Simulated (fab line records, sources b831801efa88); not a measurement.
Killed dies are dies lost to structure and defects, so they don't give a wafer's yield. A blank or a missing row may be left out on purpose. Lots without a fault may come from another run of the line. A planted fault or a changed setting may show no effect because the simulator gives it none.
Chamber matching | flow gf180mcu | GF_CONTACT_CMP_27 on cmp-01: 4 sister chambers
The step polishes, stops on SiO2, t overpolish 15 s, target thk 0 nm. 16 wafers are shown with their chamber, then 8 later ones without.

WAFERS WITH THEIR CHAMBER
wafer  | chamber | motor_current_A (A) | time_to_endpoint_s (s) | overpolish_run_s (s)
L854.2 | 3       | 12.5                | 76.9                   | 15.013
L854.5 | 2       | 10.9                | 75.5                   | 14.989
L854.6 | 3       | 12.5                | 77.6                   | 14.985
L856.4 | 0       | 9.9                 | 79.5                   | 14.995
L856.5 | 1       | 11.9                | 71.6                   | 14.993
L856.6 | 2       | 10.6                | 75.5                   | 14.993
L858.1 | 2       | 10.3                | 77.2                   | 14.994
L858.3 | 3       | 13.2                | 76.8                   | 15.008
L858.5 | 0       | 10.7                | 81.4                   | 14.994
L861.2 | 2       | 11.2                | 73.2                   | 14.999
L861.4 | 3       | 13.4                | 74.9                   | 14.985
L861.6 | 1       | 12.2                | 65.8                   | 14.993
L866.1 | 3       | 12.5                | 73.8                   | 14.992
L866.4 | 2       | 10.5                | 74.6                   | 15.014
L866.6 | 0       | 10.6                | 75.4                   | 14.984
L871.2 | 0       | 10.8                | 75.2                   | 15.001

SIGNATURES (means of the wafers above)
reading            | chamber 0 | chamber 1 | chamber 2 | chamber 3 | scatter within a chamber
motor_current_A    | 10.500    | 12.050    | 10.700    | 12.820    | 0.391
time_to_endpoint_s | 77.875    | 68.700    | 75.200    | 76.000    | 2.31
overpolish_run_s   | 14.99350  | 14.99300  | 14.99780  | 14.99660  | 0.0101
Rule: a wafer's distance from a chamber is the root of the sum, over the readings, of the square of ((its reading less the chamber's mean) divided by the reading's scatter). The wafer belongs to the nearest chamber; if the next one is less than 2 further off, it can't be placed. The scatter: the root of (the sum of the squares of (reading less its chamber's mean) over the shown wafers, divided by (wafers less chambers)).

WAFERS WITHOUT THEIR CHAMBER
wafer  | motor_current_A (A) | time_to_endpoint_s (s) | overpolish_run_s (s)
L871.3 | 11.0                | 71.9                   | 15.007
L871.4 | 11.2                | 69.8                   | 14.988
L876.2 | 13.1                | 70.4                   | 14.995
L876.3 | 10.7                | 72.0                   | 15.005
L876.6 | 12.9                | 71.5                   | 14.995
L877.3 | 11.1                | 73.1                   | 15.006
L877.5 | 11.0                | 74.7                   | 14.989
L877.6 | 12.7                | 75.8                   | 14.993

WHICH CHAMBER EACH WENT THROUGH
wafer  | from the rows above          | in truth
L871.3 | can't be placed: 2 or 0 or 1 | 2
L871.4 | can't be placed: 1 or 2 or 0 | 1
L876.2 | can't be placed: 3 or 1      | 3
L876.3 | can't be placed: 2 or 0      | 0
L876.6 | can't be placed: 3 or 1      | 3
L877.3 | can't be placed: 2 or 0 or 1 | 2
L877.5 | can't be placed: 2 or 0      | 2
L877.6 | 3                            | 3
Placed correctly: 1 of 8. Can't be placed from these rows: 7 (the true chamber is among the candidates in 7). Placed wrongly: 0.
